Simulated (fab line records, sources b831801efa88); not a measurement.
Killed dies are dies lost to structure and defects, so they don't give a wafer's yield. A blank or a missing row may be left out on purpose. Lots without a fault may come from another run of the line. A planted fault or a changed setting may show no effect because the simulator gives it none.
Chamber matching | flow gf180mcu | GF_CONTACT_CMP_04 on cmp-02: 4 sister chambers
The step polishes SiO2. 14 wafers are shown with their chamber, then 7 later ones without.

WAFERS WITH THEIR CHAMBER
wafer  | chamber | motor_current_A (A) | time_to_endpoint_s (s)
L605.1 | 1       | 13.7                | 113
L605.2 | 2       | 12.3                | 110
L605.3 | 3       | 12.6                | 105
L604.4 | 2       | 12.7                | 117
L604.5 | 2       | 12.3                | 122
L604.6 | 1       | 15.3                | 125
L606.2 | 3       | 12.8                | 106
L606.4 | 0       | 10.6                | 117
L606.5 | 0       | 10.6                | 111
L609.2 | 2       | 12.9                | 117
L609.4 | 1       | 14.1                | 122
L609.5 | 1       | 14.3                | 118
L610.3 | 0       | 11.2                | 119
L610.4 | 2       | 13.1                | 119

SIGNATURES (means of the wafers above)
reading            | chamber 0 | chamber 1 | chamber 2 | chamber 3 | scatter within a chamber
motor_current_A    | 10.800    | 14.350    | 12.660    | 12.700    | 0.465
time_to_endpoint_s | 115.67    | 119.50    | 117.00    | 105.50    | 4.41
Rule: a wafer's distance from a chamber is the root of the sum, over the readings, of the square of ((its reading less the chamber's mean) divided by the reading's scatter). The wafer belongs to the nearest chamber; if the next one is less than 2 further off, it can't be placed. The scatter: the root of (the sum of the squares of (reading less its chamber's mean) over the shown wafers, divided by (wafers less chambers)).

WAFERS WITHOUT THEIR CHAMBER
wafer  | motor_current_A (A) | time_to_endpoint_s (s)
L610.5 | 14.7                | 123
L615.1 | 12.8                | 107
L615.2 | 10.5                | 115
L615.4 | 14.7                | 120
L619.1 | 11.0                | 109
L619.4 | 14.5                | 125
L619.5 | 12.6                | 118

WHICH CHAMBER EACH WENT THROUGH
wafer  | from the rows above     | in truth
L610.5 | 1                       | 1
L615.1 | can't be placed: 3 or 2 | 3
L615.2 | 0                       | 0
L615.4 | 1                       | 1
L619.1 | 0                       | 0
L619.4 | 1                       | 1
L619.5 | 2                       | 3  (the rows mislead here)
Placed correctly: 5 of 7. Can't be placed from these rows: 1 (the true chamber is among the candidates in 1). Placed wrongly: 1.
